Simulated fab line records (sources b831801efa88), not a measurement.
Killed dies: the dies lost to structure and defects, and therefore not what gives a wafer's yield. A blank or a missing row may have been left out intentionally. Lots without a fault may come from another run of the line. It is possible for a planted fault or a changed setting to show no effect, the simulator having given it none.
Matching of chambers | flow gf180mcu | 4 sister chambers for GF_V3_ETCH_17 on rie-diel-03
The step etches SiO2 in C4F8/O2/Ar, stops on TiN, target depth 635 nm. 8 wafers are shown with their chamber, then 6 later ones without.

== WAFERS PAIRED WITH THEIR CHAMBERS ==
wafer  | chamber | bias-w (W) | oes-product-au (a.u.)
L632.1 | 2       | 1209       | 0.851
L633.2 | 3       | 1202       | 0.865
L633.4 | 0       | 1194       | 0.853
L638.2 | 3       | 1203       | 0.852
L638.3 | 2       | 1204       | 0.861
L638.4 | 1       | 1195       | 0.849
L639.1 | 0       | 1195       | 0.859
L639.5 | 1       | 1198       | 0.851

== WAFERS WITH NO CHAMBER GIVEN ==
wafer  | bias-w (W) | oes-product-au (a.u.)
L639.6 | 1192       | 0.847
L641.1 | 1201       | 0.849
L641.2 | 1204       | 0.851
L641.6 | 1207       | 0.860
L644.5 | 1196       | 0.861
L644.6 | 1202       | 0.863

== THE CHAMBER EACH PASSED THROUGH ==
wafer  | from the rows above               | in truth
L639.6 | can't be placed: 0 or 1           | 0
L641.1 | can't be placed: 3 or 1 or 2 or 0 | 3
L641.2 | can't be placed: 3 or 2           | 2
L641.6 | can't be placed: 2 or 3           | 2
L644.5 | can't be placed: 0 or 1           | 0
L644.6 | can't be placed: 3 or 2           | 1
Placed correctly: 0 of 6. Unplaceable from these rows: 6, with the true chamber sitting among the candidates in 5. 0 placed wrongly.
How it was worked out, from the rows above alone: a wafer's distance from a chamber is the root of the sum, over the readings, of the square of ((its reading less the chamber's mean) divided by the reading's scatter). If the next closest chamber is less than 2 further off than the closest, the wafer can't be placed; otherwise it belongs to the closest. Each chamber's mean is taken over the wafers shown for it. The scatter: take each reading less its chamber's mean, square it, sum over the shown wafers, divide by the number of wafers less the number of chambers, and take the root.
